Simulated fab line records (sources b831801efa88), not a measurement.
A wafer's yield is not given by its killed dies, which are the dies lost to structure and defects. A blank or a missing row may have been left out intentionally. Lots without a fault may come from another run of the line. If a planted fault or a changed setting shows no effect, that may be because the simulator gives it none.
8D (eight disciplines) problem report, filled in by code + flow gf180mcu + the parts of the form that need people (team, actions taken, sign-off) are left out

## 1. THE PROBLEM
cd_nm at GF_M1_CD_MEAS_14 reads a mean of 170.8 nm on 6 wafers of 2 lots; wafers without a fault read 229.5 nm with a standard deviation of 0.99. That is -59 standard deviations from the usual mean.
The step: target cd 230 nm.
First seen on wafer L790.1, day 21 19:00, on cd_sem-02. The record holds 42 wafers of 14 lots with a number at this step. Rule for "out", or "out of limits": more than 4 standard deviations from the usual mean. The other wafers with a number count as sound.

## 2. WHAT IT IS, WHAT IT ISN'T
| question                    | is                     | is not                                                                          |
|-----------------------------|------------------------|---------------------------------------------------------------------------------|
| which readings at this step | cd_nm                  | -                                                                               |
| which lots                  | L790, L793             | L778, L779, L780, L781, L782, L783, L784, L785, L786, L797, L800, L801          |
| which wafers of those lots  | all that have a number | -                                                                               |
| read on which gauges        | cd_sem-01, cd_sem-02   | -                                                                               |
| when                        | from day 21 19:00      | up to then (27 sound wafers); but 9 sound wafers of L797, L800, L801 came after |

## 3. THE SUSPECTS, EACH WITH WHAT RULES IT OUT
Counting: a tool stays on the suspect list if, at a process step up to the reading, it processed all lots that are out and no sound lot following the first of them.
- the gauge at GF_M1_CD_MEAS_14: ruled out. The wafers that are out were read on 2 gauges (cd_sem-01, cd_sem-02).
- rtp_anneal-01 at GF_SALICIDE_RTA_08 (time 30 s): ruled out as a lasting fault. The sound lots L797 went through it after L790, its earliest lot that is out (day 19 16:31).
- litho_track-03 at GF_M1_SOFTBAKE_10 (time 60 s): kept. It ran every lot that is out, first L790 (day 21 06:46), and no sound lot after that; its last sound lot up to then is L780 (day 17 12:34). Its own readings are out on those wafers: heater_power_total_W, plate_temp_C.
After counting, what remains is litho_track-03 at GF_M1_SOFTBAKE_10.

## 4. THE CAUSE (what the simulator had put in)
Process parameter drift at GF_M1_SOFTBAKE_10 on litho_track-03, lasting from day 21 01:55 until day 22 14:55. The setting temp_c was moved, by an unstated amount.
After counting, this tool was the only one left.

## 5. THE CHAIN OF EFFECTS, in route order
Rows list readings where the struck wafers' mean (over those with a number) sits beyond 3 standard deviations from the usual. Only readings whose record carries a usual standard deviation are examined. hours: median over the lots of the time between each lot's start at the first step of this table that gives one and its start at this step. sigmas: the change, counted in usual standard deviations.
| hours | step              | reading                  | usual    | on struck wafers | change | sigmas      |
|-------|-------------------|--------------------------|----------|------------------|--------|-------------|
| 0     | GF_M1_SOFTBAKE_10 | heater_power_total_W     | 93.05 W  | 107.37           | +14.32 | +99 or more |
| 0     | GF_M1_SOFTBAKE_10 | plate_temp_C             | 130.00 C | 145.18           | +15.18 | +99 or more |
| 12    | GF_M1_CD_MEAS_14  | cd_nm                    | 229.5 nm | 170.8            | -58.7  | -59         |
| 12    | GF_M1_STRIP_17    | strip_time_to_endpoint_s | 7.85 s   | 7.67             | -0.18  | -5.0        |
It contains these process steps:
- GF_M1_SOFTBAKE_10: time 60 s.
- GF_M1_STRIP_17: strips in O2/N2.

## 6. WHAT WOULD HAVE CAUGHT IT SOONER
17 hours passed between the start of the fault at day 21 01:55 and the first reading out of limits at a measuring or inspecting step in this record, taken at day 21 19:00.
At GF_M1_SOFTBAKE_10, the tool's own readings (heater_power_total_W, plate_temp_C) were out on each struck wafer the step has a row for, so an alarm limit on them would have fired on the first such wafer.
L793, from the lots that are out (2), started GF_M1_SOFTBAKE_10 on litho_track-03 later than day 21 19:00. It would have been spared by a hold on the tool at that moment.
